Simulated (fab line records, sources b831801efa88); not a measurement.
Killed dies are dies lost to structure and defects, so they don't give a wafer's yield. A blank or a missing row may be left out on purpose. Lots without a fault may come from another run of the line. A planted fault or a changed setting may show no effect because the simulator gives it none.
Tool commonality check | flow sky130 | 13 lots, 45 wafers sampled

WHY IT WAS OPENED
At SKY_NWELL_RS_MEAS_29 the reading NWELL_RS is flagged on 2 of 13 lots. Wafers without a fault read 624.9 ohm/sq, standard deviation 1.3.
Rule: a lot is flagged when every wafer of it that has a number lies more than 4 standard deviations from that mean, or none has a number. The other lots count as sound.

lot  | measured     | on            | NWELL_RS (ohm/sq), wafer by wafer   | flag
L822 | day 6 07:53  | film_metro-01 | 622.8 622.9 623.6                   |
L823 | day 6 08:32  | film_metro-01 | 626.2 623.4 626.4                   |
L824 | day 6 09:27  | film_metro-04 | 625.0 624.7 624.7                   |
L826 | day 6 21:53  | film_metro-01 | 625.1 625.9 625.0                   |
L825 | day 6 22:23  | film_metro-01 | 622.3 623.7 623.9                   |
L829 | day 7 22:40  | film_metro-03 | 624.2 625.7 626.9                   |
L833 | day 9 03:13  | film_metro-04 | 637.0 636.7 638.3 637.6 635.7 637.8 | FLAGGED
L835 | day 9 06:18  | film_metro-01 | 637.5 637.9 636.7 637.7 636.8 636.8 | FLAGGED
L837 | day 9 13:07  | film_metro-01 | 625.6 625.6 624.8                   |
L839 | day 10 01:32 | film_metro-01 | 626.1 624.2 628.4                   |
L841 | day 10 11:51 | film_metro-01 | 626.0 625.2 626.1                   |
L843 | day 10 18:08 | film_metro-01 | 626.3 627.9 625.1                   |
L844 | day 11 07:41 | film_metro-04 | 623.1 623.7 622.9                   |
The numbers of the flagged lots are 637.2 ohm/sq on average: +12.3 ohm/sq against the usual, or +9 standard deviations.

WHICH TOOL RAN EACH LOT
The record holds 1 process step before the reading, out of a route of 708 steps. In each cell: the tool, then ch and the chambers that the sampled wafers went through, then the start.
lot  | flag    | SKY_NWELL_IMPLANT_13
L822 |         | implanter-02 ch 0, day 5 14:03
L823 |         | implanter-01 ch 0, day 5 14:24
L824 |         | implanter-02 ch 0, day 5 15:06
L826 |         | implanter-04 ch 0, day 6 02:12
L825 |         | implanter-01 ch 0, day 6 02:37
L829 |         | implanter-01 ch 0, day 7 02:54
L833 | FLAGGED | implanter-02 ch 0, day 8 06:04
L835 | FLAGGED | implanter-02 ch 0, day 8 08:39
L837 |         | implanter-01 ch 0, day 8 15:34
L839 |         | implanter-04 ch 0, day 9 03:55
L841 |         | implanter-04 ch 0, day 9 13:00
L843 |         | implanter-01 ch 0, day 9 18:52
L844 |         | implanter-01 ch 0, day 10 07:39
What these steps do:
- SKY_NWELL_IMPLANT_13
- SKY_NWELL_RS_MEAS_29: measures by four-point-probe.

FLAGGED OVER TOTAL, TOOL BY TOOL (the gauges that took the reading come last)
step                 | tool          | lots run | flagged | share of the flagged lots | sound lots run after its first flagged lot
SKY_NWELL_IMPLANT_13 | implanter-01  | 6        | 0       | none                      | -
SKY_NWELL_IMPLANT_13 | implanter-02  | 4        | 2       | all                       | 0
SKY_NWELL_IMPLANT_13 | implanter-04  | 3        | 0       | none                      | -
SKY_NWELL_RS_MEAS_29 | film_metro-01 | 9        | 1       | some                      | 4 (L837,L839,L841,L843)
SKY_NWELL_RS_MEAS_29 | film_metro-03 | 1        | 0       | none                      | -
SKY_NWELL_RS_MEAS_29 | film_metro-04 | 3        | 1       | some                      | 1 (L844)

WHAT THE TABLE ALLOWS
1 row of the table ran every flagged lot: implanter-02 at SKY_NWELL_IMPLANT_13.
- implanter-02 at SKY_NWELL_IMPLANT_13: 2 of its 4 lots flagged. Its last sound lot is L824 (day 5 15:06), its first flagged lot L833 (day 8 06:04): a fault that began between those two fits. Its own readings lie more than 4 standard deviations out on every wafer of the flagged lots: dose_ions_cm2, faraday_current_uA.
One tool is left: implanter-02 at SKY_NWELL_IMPLANT_13.

WHAT THE SIMULATOR HAD PUT IN
Process parameter drift: implanter-02, from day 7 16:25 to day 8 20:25, at SKY_NWELL_IMPLANT_13. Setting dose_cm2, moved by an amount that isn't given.
Lots struck among those shown: L833, L835. The rule above found the same.
